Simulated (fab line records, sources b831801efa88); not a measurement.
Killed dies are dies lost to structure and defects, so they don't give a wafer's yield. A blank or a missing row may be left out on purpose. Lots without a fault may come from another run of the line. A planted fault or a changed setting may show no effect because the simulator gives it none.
Which tool did it? | flow gf180mcu | 24 lots, 72 wafers sampled, at 3 steps of a route of 602

WHAT THE GAUGES READ, wafer by wafer
GF_M2_RS_MEAS_05: measures by four-point-probe. Usual: M2_ALCU_RS 0.0697 ohm/sq, standard deviation 0.00092.
lot  | measured     | on            | M2_ALCU_RS (ohm/sq)  | flag
L074 | day 18 09:10 | film_metro-04 | 0.0701 0.0698 0.0693 |
L075 | day 18 21:34 | film_metro-03 | 0.0707 0.0692 0.0691 |
L076 | day 19 15:56 | film_metro-01 | 0.0681 0.0688 0.0674 |
L077 | day 20 06:34 | film_metro-01 | 0.0691 0.0694 0.0689 |
L078 | day 20 07:32 | film_metro-04 | 0.0698 0.0702 0.0699 |
L079 | day 20 10:47 | film_metro-04 | 0.0693 0.0693 0.0693 |
L080 | day 21 05:20 | film_metro-04 | 0.0688 0.0697 0.0691 |
L081 | day 21 12:16 | film_metro-01 | 0.0694 0.0690 0.0711 |
L082 | day 21 21:59 | film_metro-01 | 0.0686 0.0681 0.0682 |
L083 | day 22 06:34 | film_metro-01 | 0.0696 0.0699 0.0695 |
L084 | day 22 13:41 | film_metro-01 | 0.0707 0.0697 0.0697 |
L085 | day 22 20:58 | film_metro-03 | 0.0702 0.0705 0.0702 |
L086 | day 23 05:55 | film_metro-04 | 0.0691 0.0691 0.0690 |
L087 | day 23 09:49 | film_metro-03 | 0.0715 0.0702 0.0715 |
L088 | day 23 15:58 | film_metro-04 | 0.0697 0.0699 0.0705 |
L089 | day 24 04:55 | film_metro-03 | 0.0700 0.0705 0.0693 |
L090 | day 24 09:43 | film_metro-04 | 0.0698 0.0688 0.0685 |
L091 | day 24 19:04 | film_metro-03 | 0.0699 0.0695 0.0703 |
L092 | day 25 03:10 | film_metro-01 | 0.0700 0.0705 0.0720 |
L093 | day 25 06:31 | film_metro-04 | 0.0699 0.0693 0.0698 |
L094 | day 25 18:10 | film_metro-04 | 0.0707 0.0704 0.0713 |
L095 | day 26 00:55 | film_metro-01 | 0.0704 0.0699 0.0700 |
L096 | day 26 12:38 | film_metro-03 | 0.0703 0.0695 0.0708 |
L097 | day 26 22:41 | film_metro-03 | 0.0689 0.0687 0.0687 |

GF_V2_BOW_MEAS_05. Usual: V2_BOW 97 um, standard deviation 7.8.
lot  | measured     | on            | V2_BOW (um) | flag
L074 | day 19 10:58 | film_metro-04 | 96 91 99    |
L075 | day 20 00:19 | film_metro-03 | 91 91 89    |
L076 | day 20 18:20 | film_metro-04 | 97 112 100  |
L077 | day 21 08:15 | film_metro-04 | 95 88 103   |
L078 | day 21 09:07 | film_metro-03 | 92 83 85    |
L079 | day 21 12:22 | film_metro-04 | 106 105 100 |
L080 | day 22 07:14 | film_metro-03 | 93 105 100  |
L081 | day 22 13:46 | film_metro-02 | 97 104 102  |
L082 | day 22 22:34 | film_metro-02 | 91 88 94    |
L083 | day 23 06:56 | film_metro-02 | 100 91 92   |
L084 | day 23 14:17 | film_metro-02 | 93 101 94   |
L085 | day 23 21:05 | film_metro-02 | 103 98 96   |
L086 | day 24 06:01 | film_metro-03 | 102 116 99  |
L087 | day 24 10:01 | film_metro-02 | 95 83 90    |
L088 | day 24 16:04 | film_metro-03 | 93 108 91   |
L089 | day 25 04:23 | film_metro-04 | 104 92 101  |
L090 | day 25 08:53 | film_metro-04 | 94 101 85   |
L091 | day 25 17:35 | film_metro-03 | 98 84 88    |
L092 | day 26 02:13 | film_metro-02 | 103 103 102 |
L093 | day 26 05:28 | film_metro-03 | 95 99 94    |
L094 | day 26 16:41 | film_metro-02 | 99 95 105   |
L095 | day 26 23:39 | film_metro-03 | 98 111 98   |
L096 | day 27 11:59 | film_metro-03 | 107 97 112  |
L097 | day 27 20:32 | film_metro-02 | 100 92 90   |

WHICH TOOL RAN EACH LOT (tool, then ch and the chambers of the sampled wafers, then the start)
lot  | GF_V1_CMP_04
L074 | cmp-02 ch 0,1,3, day 17 07:03
L075 | cmp-01 ch 0,1,2, day 17 19:10
L076 | cmp-01 ch 0,1,2, day 18 13:01
L077 | cmp-01 ch 0,1,3, day 19 03:41
L078 | cmp-01 ch 0,3, day 19 05:07
L079 | cmp-01 ch 0,1, day 19 07:58
L080 | cmp-01 ch 0,1, day 20 02:46
L081 | cmp-02 ch 0,2,3, day 20 10:32
L082 | cmp-01 ch 1,2,3, day 20 19:38
L083 | cmp-02 ch 0,1,3, day 21 04:14
L084 | cmp-01 ch 0,1,3, day 21 11:23
L085 | cmp-02 ch 0,1,2, day 21 19:19
L086 | cmp-02 ch 0,1,3, day 22 04:46
L087 | cmp-01 ch 0,1,2, day 22 08:53
L088 | cmp-01 ch 1,2,3, day 22 14:08
L089 | cmp-01 ch 1,2,3, day 23 03:44
L090 | cmp-01 ch 0,1,2, day 23 08:55
L091 | cmp-02 ch 0,1,2, day 23 18:10
L092 | cmp-02 ch 0,1,2, day 24 03:10
L093 | cmp-02 ch 1,3, day 24 06:13
L094 | cmp-01 ch 0,2,3, day 24 18:43
L095 | cmp-01 ch 2,3, day 25 01:46
L096 | cmp-01 ch 0,1,2, day 25 12:52
L097 | cmp-01 ch 2,3, day 25 23:35
- GF_V1_CMP_04: polishes SiO2.

WHAT THE TOOLS THEMSELVES READ (means of the sampled wafers that have a number; where no wafer has one, the mark that the record gives instead)
GF_V1_CMP_04. Usual: head_pressure_psi 3.999 psi, standard deviation 0.0087; motor_current_A 11.2 A, standard deviation 0.86; retaining_ring_pressure_frac 0.999, standard deviation 0.0055; time_to_endpoint_s 79 s, standard deviation 6.6.
lot  | tool   | head_pressure_psi (psi) | motor_current_A (A) | retaining_ring_pressure_frac | time_to_endpoint_s (s) | flag
L074 | cmp-02 | 3.991                   | 11.7                | 1.001                        | 77                     |
L075 | cmp-01 | 4.002                   | 11.0                | 0.999                        | 81                     |
L076 | cmp-01 | 4.005                   | 10.9                | 0.999                        | 74                     |
L077 | cmp-01 | 4.001                   | 10.6                | 0.991                        | 83                     |
L078 | cmp-01 | 4.007                   | 11.3                | 1.005                        | 74                     |
L079 | cmp-01 | 3.995                   | 11.0                | 0.997                        | 82                     |
L080 | cmp-01 | 4.003                   | 11.1                | 1.005                        | 74                     |
L081 | cmp-02 | 4.003                   | 11.2                | 1.002                        | 77                     |
L082 | cmp-01 | 3.995                   | 10.6                | 1.001                        | 78                     |
L083 | cmp-02 | 4.000                   | 11.7                | 1.001                        | 77                     |
L084 | cmp-01 | 3.996                   | 11.0                | 0.998                        | 74                     |
L085 | cmp-02 | 4.003                   | 12.3                | 1.000                        | 85                     |
L086 | cmp-02 | 3.998                   | 11.7                | 1.002                        | 83                     |
L087 | cmp-01 | 4.009                   | 11.1                | 1.000                        | 83                     |
L088 | cmp-01 | 4.011                   | 10.7                | 0.995                        | 78                     |
L089 | cmp-01 | 3.998                   | 10.9                | 0.999                        | 77                     |
L090 | cmp-01 | 3.991                   | 10.7                | 0.997                        | 76                     |
L091 | cmp-02 | 3.998                   | 12.6                | 0.996                        | 72                     |
L092 | cmp-02 | 3.988                   | 11.6                | 1.001                        | 84                     |
L093 | cmp-02 | 4.004                   | 10.8                | 1.004                        | 81                     |
L094 | cmp-01 | 3.993                   | 11.3                | 0.996                        | 77                     |
L095 | cmp-01 | 3.993                   | 11.6                | 1.002                        | 74                     |
L096 | cmp-01 | 4.001                   | 10.7                | 1.001                        | 77                     |
L097 | cmp-01 | 4.001                   | 11.2                | 0.997                        | 87                     |

THE ANSWER, worked out from the rows above alone
Rule: a lot is off if the mean of its wafers that have a number lies more than 3 standard deviations from the usual mean. A lot without any number at a reading at which 4 lots or more have one is off too. The other lots that the step has rows for count as sound. The gauges are gone through in route order, then the tools' own readings, and for those a lot's mean is taken as printed above. The first step at which some lot is off is used, and at that step the reading that is off furthest; a lot without a number counts as furthest.
No lot is off at any reading shown: from this, nothing can be told.

WHAT THE SIMULATOR HAD PUT IN
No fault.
